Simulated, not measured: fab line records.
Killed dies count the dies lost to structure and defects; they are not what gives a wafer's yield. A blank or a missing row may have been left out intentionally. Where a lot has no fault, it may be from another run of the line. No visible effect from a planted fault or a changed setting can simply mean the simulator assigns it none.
Code-filled problem report in 8D (eight disciplines) form | flow sky130 | the parts of the form that need people (team, actions taken, sign-off) are left out

## 1. PROBLEM STATEMENT
Wafers without a fault read 0.855 a.u., standard deviation 0.0049; oes product au at SKY_VIA2_ETCH_14 reads a mean of 0.989 a.u. on 2 wafers belonging to 2 lots. That puts it +27 standard deviations away from the usual mean.
The step: etches BARC in N2/H2, stops on SiO2, time 45.9 s, target depth 60 nm.
First observed at day 40 06:17: wafer L524.6, on rie diel-01. Wafers with a number at this step in the record: 17, from 6 lots. The rule behind "out" and "out of limits": a value lying over 4 standard deviations away from the usual mean. Any other wafer with a number is counted as sound.

## 2. WHAT IT IS, WHAT IT ISN'T
question                    | is                           | is not
which readings at this step | oes product au, run length s | drypump motor current A, h2 flow sccm, throttle valve pct
which lots                  | L524, L525                   | L514, L530, L533, L534
which wafers of those lots  | L524.6, L525.5               | L524.2, L524.3, L525.4
read on which tools         | rie diel-01                  | rie diel-02, rie diel-04
when                        | from day 40 06:17            | up to then (5 sound wafers); but 10 sound wafers of L525, L530, L533, L534 came after

## 3. THE SUSPECTS, EACH WITH WHAT RULES IT OUT
Counting: any tool at a process step up to the reading remains a suspect provided it ran every lot that is out. Sound lots after the first of them don't rule it out here, since some wafers of a struck lot are sound.
- cmp-01 at SKY_VIA2_CMP_02 (polishes SiO2): kept. It ran every lot that is out, first L524 (day 39 05:23).
- rie diel-01 at SKY_VIA2_ETCH_14 (etches BARC in N2/H2, stops on SiO2, time 45.9 s, target depth 60 nm): kept. It ran every lot that is out, first L524 (day 40 06:17). Out on those wafers are its own readings of oes product au, run length s.
Remaining after the count are cmp-01 at SKY_VIA2_CMP_02 and rie diel-01 at SKY_VIA2_ETCH_14.

## 4. THE CAUSE (what the simulator had put in)
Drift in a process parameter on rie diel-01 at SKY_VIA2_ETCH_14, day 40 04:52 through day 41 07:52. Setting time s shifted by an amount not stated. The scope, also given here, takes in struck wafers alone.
2 suspects survive the count, and this tool is in that group.

## 5. THE CHAIN OF EFFECTS, in route order
One row per reading whose mean, taken over the struck wafers that have a number, lies over 3 standard deviations from the usual. Scope: only readings with a usual standard deviation given in the record; hours: median across lots of the time from each lot's start at the first step in this table that gives one to its start at this step; sigmas: change in usual standard deviations.
hours | step              | reading                  | usual      | on struck wafers | change | sigmas
0     | SKY_VIA2_ETCH_14  | oes product au           | 0.855 a.u. | 0.989            | +0.134 | +27
0     | SKY_VIA2_ETCH_14  | run length s             | 74.2 s     | 67.3             | -6.9   | -21
0     | SKY_VIA2_STRIP_16 | strip time to endpoint s | 4.046 s    | 4.121            | +0.075 | +3.1
Its process steps:
- SKY_VIA2_ETCH_14: etches BARC in N2/H2, stops on SiO2, time 45.9 s, target depth 60 nm.
- SKY_VIA2_STRIP_16: strips in O2/N2.

## 6. HOW IT WOULD HAVE BEEN CAUGHT EARLIER
In this record the first reading out of limits was taken at day 40 06:17, 1 hour after the fault began at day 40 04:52.
